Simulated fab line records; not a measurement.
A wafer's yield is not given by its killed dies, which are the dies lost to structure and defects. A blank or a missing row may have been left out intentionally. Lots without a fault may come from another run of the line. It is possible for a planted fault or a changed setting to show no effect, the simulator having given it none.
fab line records ; flow sky130
record: lots: 6; wafers: 18; last_day: 50
route steps=708 shown METAL1@434
lots that met no fault: from a run of the same line without faults
start_h: the number of hours between the record's first day and the start of the first shown wafer of the lot ; wait_h: hours elapsed since this lot's preceding step ; " same as the row above ; L1.1+2: a row that stands for several wafers ; - no value, or no start was given ; * or withheld: withheld ; < > ~ a bound
route shown NAME@n: NAME is a module with steps in the file, n the number in the route of the first one ; usual: average and standard deviation across the fault-free wafers ; same: alike in all rows ; chamber/n: place in a boat ; sites: readings site by site ; _std_site: standard deviation of those values ; _edge_site: mean of outer sites minus mean of inner sites ; radius_mm: how far each site lies from the wafer's centre ; mask NAME#n: copy n ; behind: tool/chamber where the wafer was last shaped ; hold: reason for holding the lot/hours on hold/outcome of the hold ; device: which transistor (n, p or np) failed to switch ; end of line: tests run on the same wafers once the route is complete ; where a step has no rows: the recipe by itself ; killed: not the wafer's yield, but the dies lost to structure and defects at the first sort ; map: a wafer's dies, x killed, . not, _ none there
set.NAME: setting as actually run; set.NAME@STEP: the setting as run at that earlier step ; model.NAME: the simulator's own value behind a step, which no gauge read
a table for each step, a row for each wafer; lots at some steps of the route
services: when a tool's chamber went out of use (start_h, in hours from the record's first day, below 0 if earlier), for how many hours, and the reason
== steps ==
step: SKY_METAL1_SPUTTER_00
recipe: material: Ti; target_thk_nm: 15; power_w: 3000; time_s: 10; chamber_pressure_pa: 0.4
usual: throttle_valve_pct: 30.6/0.71
same: time_s: 10
lot.wafer;tool;chamber;start_h;wait_h;throttle_valve_pct
L767.1;pvd_sputter-02;-;765.61;0.2;31.1
L767.3;pvd_sputter-02;-;765.61;0.2;31.1
L767.5;pvd_sputter-02;-;765.61;0.2;31.4
L778.3;pvd_sputter-01;-;853.11;0.2;29.9
L778.4;pvd_sputter-01;-;853.11;0.2;31.5
L778.5;pvd_sputter-01;-;853.11;0.2;30.3
L779.1;pvd_sputter-02;-;855.76;0.2;31.1
L779.2;pvd_sputter-02;-;855.76;0.2;30.9
L779.4;pvd_sputter-02;-;855.76;0.2;30.9
L781.2;pvd_sputter-01;-;872.23;0.1;29.8
L781.3;pvd_sputter-01;-;872.23;0.1;30.6
L781.6;pvd_sputter-01;-;872.23;0.1;30.5
L780.1;pvd_sputter-01;-;873.09;0.1;30.2
L780.4;pvd_sputter-01;-;873.09;0.1;29.8
L780.6;pvd_sputter-01;-;873.09;0.1;30.1
L786.4;pvd_sputter-01;-;905.53;0.2;30.6
L786.5;pvd_sputter-01;-;905.53;0.2;29.9
L786.6;pvd_sputter-01;-;905.53;0.2;30.4
step: SKY_METAL1_SPUTTER_01
recipe: material: TiN; target_thk_nm: 20; power_w: 6500; time_s: 16.7; chamber_pressure_pa: 0.4
usual: throttle_valve_pct: 30.6/0.76
same: time_s: 16.7
lot.wafer;tool;chamber;start_h;wait_h;throttle_valve_pct
L767.1;pvd_sputter-02;-;765.63;0.0;31.1
L767.3;pvd_sputter-02;-;765.63;0.0;30.9
L767.5;pvd_sputter-02;-;765.63;0.0;31.0
L778.3;pvd_sputter-01;-;853.13;0.0;29.6
L778.4;pvd_sputter-01;-;853.13;0.0;31.3
L778.5;pvd_sputter-01;-;853.13;0.0;30.6
L779.1;pvd_sputter-02;-;855.78;0.0;31.1
L779.2;pvd_sputter-02;-;855.78;0.0;31.0
L779.4;pvd_sputter-02;-;855.78;0.0;30.8
L781.2;pvd_sputter-01;-;872.25;0.0;29.8
L781.3;pvd_sputter-01;-;872.25;0.0;30.4
L781.6;pvd_sputter-01;-;872.25;0.0;30.4
L780.1;pvd_sputter-01;-;873.11;0.0;30.3
L780.4;pvd_sputter-01;-;873.11;0.0;30.0
L780.6;pvd_sputter-01;-;873.11;0.0;30.0
L786.4;pvd_sputter-01;-;905.55;0.0;30.2
L786.5;pvd_sputter-01;-;905.55;0.0;30.0
L786.6;pvd_sputter-01;-;905.55;0.0;30.3
step: SKY_METAL1_SPUTTER_02
recipe: material: AlCu; target_thk_nm: 250; power_w: 10600; time_s: 13.3; chamber_pressure_pa: 0.4
usual: throttle_valve_pct: 30.6/0.74
same: time_s: 13.3
lot.wafer;tool;chamber;start_h;wait_h;throttle_valve_pct
L767.1;pvd_sputter-02;-;765.66;0.0;30.7
L767.3;pvd_sputter-02;-;765.66;0.0;30.7
L767.5;pvd_sputter-02;-;765.66;0.0;31.1
L778.3;pvd_sputter-01;-;853.16;0.0;29.9
L778.4;pvd_sputter-01;-;853.16;0.0;31.4
L778.5;pvd_sputter-01;-;853.16;0.0;30.4
L779.1;pvd_sputter-02;-;855.81;0.0;31.3
L779.2;pvd_sputter-02;-;855.81;0.0;31.0
L779.4;pvd_sputter-02;-;855.81;0.0;30.9
L781.2;pvd_sputter-01;-;872.28;0.0;29.7
L781.3;pvd_sputter-01;-;872.28;0.0;30.1
L781.6;pvd_sputter-01;-;872.28;0.0;30.3
L780.1;pvd_sputter-01;-;873.14;0.0;30.3
L780.4;pvd_sputter-01;-;873.14;0.0;30.1
L780.6;pvd_sputter-01;-;873.14;0.0;30.0
L786.4;pvd_sputter-01;-;905.57;0.0;30.2
L786.5;pvd_sputter-01;-;905.57;0.0;30.0
L786.6;pvd_sputter-01;-;905.57;0.0;30.1
step: SKY_METAL1_SPUTTER_03
recipe: material: Ti; target_thk_nm: 5; power_w: 3000; time_s: 3.3; chamber_pressure_pa: 0.4
usual: throttle_valve_pct: 30.6/0.73
same: time_s: 3.3
lot.wafer;tool;chamber;start_h;wait_h;throttle_valve_pct
L767.1;pvd_sputter-02;-;765.68;0.0;31.0
L767.3;pvd_sputter-02;-;765.68;0.0;30.7
L767.5;pvd_sputter-02;-;765.68;0.0;31.2
L778.3;pvd_sputter-01;-;853.18;0.0;29.8
L778.4;pvd_sputter-01;-;853.18;0.0;31.2
L778.5;pvd_sputter-01;-;853.18;0.0;30.2
L779.1;pvd_sputter-02;-;855.83;0.0;31.1
L779.2;pvd_sputter-02;-;855.83;0.0;30.8
L779.4;pvd_sputter-02;-;855.83;0.0;30.8
L781.2;pvd_sputter-01;-;872.30;0.0;30.1
L781.3;pvd_sputter-01;-;872.30;0.0;30.5
L781.6;pvd_sputter-01;-;872.30;0.0;30.1
L780.1;pvd_sputter-01;-;873.16;0.0;30.6
L780.4;pvd_sputter-01;-;873.16;0.0;29.8
L780.6;pvd_sputter-01;-;873.16;0.0;29.8
L786.4;pvd_sputter-01;-;905.60;0.0;30.5
L786.5;pvd_sputter-01;-;905.60;0.0;29.7
L786.6;pvd_sputter-01;-;905.60;0.0;30.4
step: SKY_METAL1_SPUTTER_04
recipe: material: TiN; target_thk_nm: 70; power_w: 6500; time_s: 58.3; chamber_pressure_pa: 0.4
usual: throttle_valve_pct: 30.6/0.73
same: time_s: 58.3
lot.wafer;tool;chamber;start_h;wait_h;throttle_valve_pct
L767.1;pvd_sputter-02;-;765.70;0.0;31.0
L767.3;pvd_sputter-02;-;765.70;0.0;30.9
L767.5;pvd_sputter-02;-;765.70;0.0;31.1
L778.3;pvd_sputter-01;-;853.20;0.0;30.0
L778.4;pvd_sputter-01;-;853.20;0.0;31.4
L778.5;pvd_sputter-01;-;853.20;0.0;30.5
L779.1;pvd_sputter-02;-;855.85;0.0;31.1
L779.2;pvd_sputter-02;-;855.85;0.0;31.0
L779.4;pvd_sputter-02;-;855.85;0.0;30.8
L781.2;pvd_sputter-01;-;872.32;0.0;30.0
L781.3;pvd_sputter-01;-;872.32;0.0;30.3
L781.6;pvd_sputter-01;-;872.32;0.0;30.5
L780.1;pvd_sputter-01;-;873.18;0.0;30.5
L780.4;pvd_sputter-01;-;873.18;0.0;29.9
L780.6;pvd_sputter-01;-;873.18;0.0;29.8
L786.4;pvd_sputter-01;-;905.62;0.0;30.3
L786.5;pvd_sputter-01;-;905.62;0.0;29.7
L786.6;pvd_sputter-01;-;905.62;0.0;30.0
step: SKY_METAL1_RS_MEAS_05
recipe: thk_meas_gauge: four-point-probe; reads: TiN_of_METAL1_SPUTTER_04+Ti_of_METAL1_SPUTTER_03+AlCu_of_METAL1_SPUTTER_02+TiN_of_METAL1_SPUTTER_01+Ti_of_METAL1_SPUTTER_00
usual: METAL1_ALCU_RS: 0.1270/0.0017
lot.wafer;tool;chamber;start_h;wait_h;METAL1_ALCU_RS[ohm/sq]
L767.1;film_metro-04;-;765.75;0.0;0.1294
L767.3;film_metro-04;-;765.75;0.0;0.1257
L767.5;film_metro-04;-;765.75;0.0;0.1285
L778.3;film_metro-01;-;853.29;0.1;0.1282
L778.4;film_metro-01;-;853.29;0.1;0.1271
L778.5;film_metro-01;-;853.29;0.1;0.1280
L779.1;film_metro-01;-;855.90;0.0;0.1285
L779.2;film_metro-01;-;855.90;0.0;0.1291
L779.4;film_metro-01;-;855.90;0.0;0.1241
L781.2;film_metro-01;-;872.39;0.0;0.1264
L781.3;film_metro-01;-;872.39;0.0;0.1258
L781.6;film_metro-01;-;872.39;0.0;0.1254
L780.1;film_metro-04;-;873.23;0.0;0.1284
L780.4;film_metro-04;-;873.23;0.0;0.1290
L780.6;film_metro-04;-;873.23;0.0;0.1302
L786.4;film_metro-04;-;905.73;0.1;0.1265
L786.5;film_metro-04;-;905.73;0.1;0.1285
L786.6;film_metro-04;-;905.73;0.1;0.1262
step: SKY_METAL1_THK_MEAS_06
recipe: thk_meas_gauge: xrf; reads: AlCu_of_METAL1_SPUTTER_02
usual: METAL1_ALCU_THK: 253/3.7
lot.wafer;tool;chamber;start_h;wait_h;METAL1_ALCU_THK[nm]
L767.1;film_metro-04;-;765.87;0.1;247
L767.3;film_metro-04;-;765.87;0.1;254
L767.5;film_metro-04;-;765.87;0.1;249
L778.3;film_metro-01;-;853.39;0.1;252
L778.4;film_metro-01;-;853.39;0.1;255
L778.5;film_metro-01;-;853.39;0.1;254
L779.1;film_metro-01;-;856.02;0.1;253
L779.2;film_metro-01;-;856.02;0.1;250
L779.4;film_metro-01;-;856.02;0.1;261
L781.2;film_metro-01;-;872.50;0.1;254
L781.3;film_metro-01;-;872.50;0.1;256
L781.6;film_metro-01;-;872.50;0.1;259
L780.1;film_metro-04;-;873.35;0.1;247
L780.4;film_metro-04;-;873.35;0.1;246
L780.6;film_metro-04;-;873.35;0.1;245
L786.4;film_metro-04;-;905.82;0.1;253
L786.5;film_metro-04;-;905.82;0.1;247
L786.6;film_metro-04;-;905.82;0.1;253
step: SKY_METAL1_DEHYDRATE_07
recipe: temp_c: 200; time_s: 60
step: SKY_METAL1_HMDS_08
recipe: prime_time_s: 60; prime_temp_c: 120
step: SKY_METAL1_COAT_09
recipe: resist: BARC; temp_c: withheld; time_s: withheld; spin_rpm: 3000; resist_thk_nm: 60
step: SKY_METAL1_COAT_10
recipe: resist: KrF-thick; spin_rpm: 3000; resist_thk_nm: 450
step: SKY_METAL1_SOFTBAKE_11
recipe: temp_c: 100; time_s: 90; resist: KrF-thick
step: SKY_METAL1_EXPOSE_12
recipe: mask_id: MM1; na: 0.8; source_shape: annular; sigma_inner: 0.55; sigma_outer: 0.85; target_cd_nm: 140; dose_mj: 28
usual: exposure_dose_mJ_cm2: 28.043/0.026; focus_offset_nm: 0.0/0.47; reticle_temp_C: 23.00/0.1
lot.wafer;tool;chamber;start_h;wait_h;mask;exposure_dose_mJ_cm2;focus_offset_nm;reticle_temp_C
L767.1;krf_scanner-02;0;779.84;-;MM1#0;28.085;-0.6;22.97
L767.3;krf_scanner-02;0;779.84;-;MM1#0;28.054;-0.4;22.89
L767.5;krf_scanner-02;0;779.84;-;MM1#0;28.036;0.0;23.19
L778.3;krf_scanner-01;0;867.16;-;MM1#0;28.017;0.2;23.18
L778.4;krf_scanner-01;0;867.16;-;MM1#0;28.010;0.5;23.08
L778.5;krf_scanner-01;0;867.16;-;MM1#0;28.017;-0.2;22.90
L779.1;krf_scanner-02;-;870.11;-;MM1#0;-;-;-
L779.2;krf_scanner-02;-;870.11;-;MM1#0;-;-;-
L779.4;krf_scanner-02;-;870.11;-;MM1#0;-;-;-
L781.2;krf_scanner-01;-;885.46;-;MM1#0;-;-;-
L781.3;krf_scanner-01;-;885.46;-;MM1#0;-;-;-
L781.6;krf_scanner-01;-;885.46;-;MM1#0;-;-;-
L780.1;krf_scanner-01;0;886.24;-;MM1#0;28.066;0.5;23.05
L780.4;krf_scanner-01;0;886.24;-;MM1#0;28.017;-1.1;23.10
L780.6;krf_scanner-01;0;886.24;-;MM1#0;28.012;0.0;22.91
L786.4;krf_scanner-01;0;919.34;-;MM1#0;28.035;-0.3;23.08
L786.5;krf_scanner-01;0;919.34;-;MM1#0;28.044;0.6;23.13
L786.6;krf_scanner-01;0;919.34;-;MM1#0;28.040;-0.5;22.92
step: SKY_METAL1_PEB_13
recipe: peb_temp_c: withheld; peb_time_s: withheld; resist: KrF-thick
== services ==
tool;chamber;start_h;hours;kind
krf_scanner-02;-;744.30;4.0;pm
krf_scanner-02;-;759.21;4.4;pm
krf_scanner-01;0;768.05;-;calibration
krf_scanner-01;-;778.43;1.3;pm
krf_scanner-01;-;794.26;9.3;repair
krf_scanner-02;-;803.60;0.8;pm
krf_scanner-02;-;853.37;1.3;pm
krf_scanner-01;-;854.73;0.8;pm
krf_scanner-01;-;856.41;1.0;pm
krf_scanner-02;-;862.48;1.0;pm
krf_scanner-02;-;875.12;0.5;repair
krf_scanner-02;0;876.96;-;calibration
krf_scanner-02;-;886.92;20.2;repair
pvd_sputter-01;-;888.99;3.3;repair
pvd_sputter-01;-;899.16;1.0;repair
krf_scanner-02;-;902.70;0.7;repair
pvd_sputter-02;-;903.46;4.9;repair
pvd_sputter-02;-;912.67;2.7;repair
== key ==
first_sign: step: SKY_METAL1_EXPOSE_12; reading: tool_record; direction: missing
effect none on later readings
met_at SKY_METAL1_EXPOSE_12
struck_wafers L779.1,L779.2,L779.4,L781.2,L781.3,L781.6
later_rows_left_out L779.1,L779.2,L779.4,L781.2,L781.3,L781.6
sort_left_out L779.1,L779.2,L779.4,L781.2,L781.3,L781.6
onset_between 867.16 870.11
fault: kind: skipped_step_whole; tool: krf_scanner-01,krf_scanner-02; chamber: -; onset_h: 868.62; steps: SKY_METAL1_EXPOSE_12; scope: struck_lots_only
sort_left_out: the simulated sort isn't trusted on such a fault, so these wafers' sort isn't shown, and their yield isn't known
later_rows_left_out: the simulator's readings of these wafers behind a module that went badly wrong aren't trusted and aren't shown, but for the sort
